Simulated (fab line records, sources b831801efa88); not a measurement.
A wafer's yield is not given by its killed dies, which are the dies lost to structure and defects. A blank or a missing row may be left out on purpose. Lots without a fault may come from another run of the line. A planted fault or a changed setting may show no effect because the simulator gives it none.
Chamber matching    flow sfqLine    4 sister chambers for SFQ_TRILAYER_I0_CMP_CMP_028 on cmp-01
The step polishes SiO2. 8 wafers are shown with their chamber, then 8 later ones without.

## WAFERS, EACH WITH ITS CHAMBER
wafer   chamber  motorCurrentA (A)  timeToEndpointS (s)
L390.3  3        9.6                219
L390.4  1        10.1               215
L391.1  3        10.1               209
L392.1  1        9.4                193
L394.3  0        10.0               201
L394.1  2        11.7               206
L394.5  0        10.4               204
L399.1  2        11.3               215

## WAFERS WHOSE CHAMBER IS MISSING
wafer   motorCurrentA (A)  timeToEndpointS (s)
L399.3  10.4               201
L399.4  9.4                213
L405.1  9.8                206
L405.2  9.9                205
L405.5  9.8                210
L411.1  10.3               198
L411.2  9.6                197
L411.6  9.1                210

## THE CHAMBER EACH PASSED THROUGH
wafer   from the rows above           in truth
L399.3  can't be placed: 0 or 1 or 3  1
L399.4  can't be placed: 3 or 1 or 0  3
L405.1  can't be placed: 1 or 3 or 0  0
L405.2  can't be placed: 1 or 0 or 3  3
L405.5  can't be placed: 3 or 1 or 0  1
L411.1  can't be placed: 0 or 1 or 3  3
L411.2  can't be placed: 1 or 0 or 3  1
L411.6  can't be placed: 1 or 3 or 0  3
Correct placement for 0 of the 8. Unplaceable from these rows: 8, with the true chamber sitting among the candidates in 8. 0 placed wrongly.
How it was worked out, from the rows above alone: a wafer's distance from a chamber is the root of the sum, over the readings, of the square of ((its reading less the chamber's mean) divided by the reading's scatter). The wafer belongs to the nearest chamber; if the next one is less than 2 further off, it can't be placed. Each chamber's mean is taken over the wafers shown for it. How the scatter is found: for the shown wafers, subtract from each reading the mean of its chamber, square and add these, divide the total by (wafers less chambers), then take the root.
